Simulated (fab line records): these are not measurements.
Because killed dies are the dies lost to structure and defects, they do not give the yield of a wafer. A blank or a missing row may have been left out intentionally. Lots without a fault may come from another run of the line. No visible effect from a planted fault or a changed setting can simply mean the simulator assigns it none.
A struck lot beside a sound one	flow sky130	24 out of 708 route steps
Sound: wafers L884.3, L884.4, L884.5. Wafers struck: L881.2, L881.4, L881.5. Last of all comes the cause.
Each step with rows lists, per side, the tool, then ch with its chambers, then its first start. Under that, the readings that differ: sound wafers	struck wafers	difference of the means	sigmas: that difference in standard deviations of wafers without a fault.
alike: a reading whose means differ by less than 2 such deviations, as well as words and numbers matching on both sides. not compared: withheld readings; readings where some wafer has no value; bounds like >300 that might hide an equal value; numbers whose values overlap and for which the record gives no deviation.
The two part at a step that has a row with sigmas, a row that says differs or no value, or rows on one side only. Numbers that have no deviation but don't overlap get no sigmas and don't part them. Lack of a reading on every wafer of one side parts them only where that side has two or more wafers.

first, 8 steps without rows for these wafers: SKY_FIELD_ISO_DEHYDRATE_05 (time 60 s); SKY_FIELD_ISO_HMDS_06 (prime time 60 s); SKY_FIELD_ISO_COAT_07 (resist thk 60 nm); SKY_FIELD_ISO_COAT_08 (resist thk 450 nm); SKY_FIELD_ISO_SOFTBAKE_09 (time 90 s); SKY_FIELD_ISO_EXPOSE_10 (exposes mask FOM, target cd 150 nm); SKY_FIELD_ISO_PEB_11; SKY_FIELD_ISO_DEVELOP_12 (develop time 60 s).
SKY_FIELD_ISO_CD_MEAS_13: the cd target is 150 nm.
  sound: cd sem-01 at day 5 12:10; struck: cd sem-02 at day 4 21:15
reading	sound	struck	difference	sigmas
cd nm (nm)	148.2 146.6 147.1	152.3 151.6 152.9	+5.0	+3
SKY_FIELD_ISO_ETCH_14: etches BARC in N2/H2, stops on SiO2, time 45.9 s, target depth 60 nm.
  sound on rie diel-04 ch 0,1, day 5 12:15; struck on rie diel-03 ch 0,2,3, day 4 21:21
  alike: bias w, chamber pressure mTorr, drypump motor current A, n2 flow sccm, oes product au, throttle valve pct
  not compared: rf hours counter h
SKY_FIELD_ISO_ETCH_15: etches the open film in CHF3/O2, stops on Si, target depth 180 nm, time 72 s.
  sound on rie diel-04 ch 0,1, day 5 12:17; struck on rie diel-03 ch 0,2,3, day 4 21:23
reading	sound	struck	difference	sigmas
oes product au (a.u.)	0.934 0.942 0.928	0.945 0.952 0.951	+0.015	+2
  alike: O2_flow_sccm, bias w, drypump motor current A, throttle valve pct
  not compared: rf hours counter h
SKY_FIELD_ISO_STRIP_16: strips in O2/N2.
  sound on plasma asher-01 ch 0,1, day 5 12:23; struck on plasma asher-04 ch 0,1, day 4 21:27
  alike: drypump motor current A, n2 flow sccm, oes product au, strip time to endpoint s
  not compared: rf hours counter h
SKY_FIELD_ISO_ETCH_17: etches Si in HBr/Cl2/O2, target depth 342 nm, time 97.7 s.
  sound on rie si-01 ch 1,2,3, day 5 12:27; struck on rie si-01 ch 0,1,3, day 4 21:33
  no value came back on the struck wafers for any of 5 readings (HBr_flow_sccm (sccm), O2_flow_sccm (sccm) and others); on the sound wafers HBr_flow_sccm (sccm) reads 150.2 149.8 150.4
reading	sound	struck	difference	sigmas
model.Si3N4_of_FIELD_ISO_CVD_03.thk nm (nm)	147.6 148.8 147.4	165.5 166.8 165.2	+17.9	
  not compared: rf hours counter h
then, 7 steps without rows for these wafers: SKY_FIELD_ISO_WET_ETCH_18 (etches Si3N4 in H3PO4, target depth 25 nm, time 286 s); SKY_FIELD_ISO_CLEAN_19 (cleans in SC1/SC2, time 150 s); SKY_FIELD_ISO_CLEAN_20 (cleans in dHF, time 20 s); SKY_FIELD_ISO_WET_ETCH_21 (etches SiO2 in dHF, target depth 20 nm, time 400 s); SKY_FIELD_ISO_OXIDATION_22 (stabilise 600 s, purge 300 s, target thk 10 nm); SKY_FIELD_ISO_CVD_24 (deposits SiO2, target thk 595 nm, time 99.2 s); SKY_FIELD_ISO_ANNEAL_26 (time 1800 s).
SKY_FIELD_ISO_CMP_27: polishes, stops on Si3N4, t overpolish 16 s, target thk 457.8 nm.
  sound on cmp-01 ch 2,3, day 5 16:45; struck on cmp-01 ch 1,2,3, day 5 02:31
  alike: head pressure psi, motor current A
SKY_FIELD_ISO_WET_ETCH_28: etches SiO2 in dHF, target depth 23.7 nm, time 47 s.
  sound on wet bench-01 ch 2, day 5 17:00; struck on wet bench-01 ch 1, day 5 02:46
reading	sound	struck	difference	sigmas
bath heat duty pct (%)	7.7 8.2 7.2	5.8 5.0 5.1	-2.4	-4
model.Si3N4_of_FIELD_ISO_CVD_03.thk nm (nm)	116.5 117.7 116.5	134.5 135.6 134	+17.8	
  alike: run length s
then, 1 step without rows for these wafers: SKY_FIELD_ISO_WET_ETCH_29 (etches Si3N4 in H3PO4, target depth 160 nm, time 1825 s).
-- a jump in the record: the struck wafers' starts before and after are 44 days apart (it breaks off in module FIELD_ISO and resumes in module PAD_OPEN, where the first step shown is number 708 of the route) --
SKY_PAD_OPEN_PROBE_99:
  only the struck wafers here have rows in the record (prober-02, day 48 17:51); the sound ones have none

WHERE THEY PART
First at SKY_FIELD_ISO_CD_MEAS_13; last, within this record, at SKY_PAD_OPEN_PROBE_99.

WHY: the cause the simulator had injected
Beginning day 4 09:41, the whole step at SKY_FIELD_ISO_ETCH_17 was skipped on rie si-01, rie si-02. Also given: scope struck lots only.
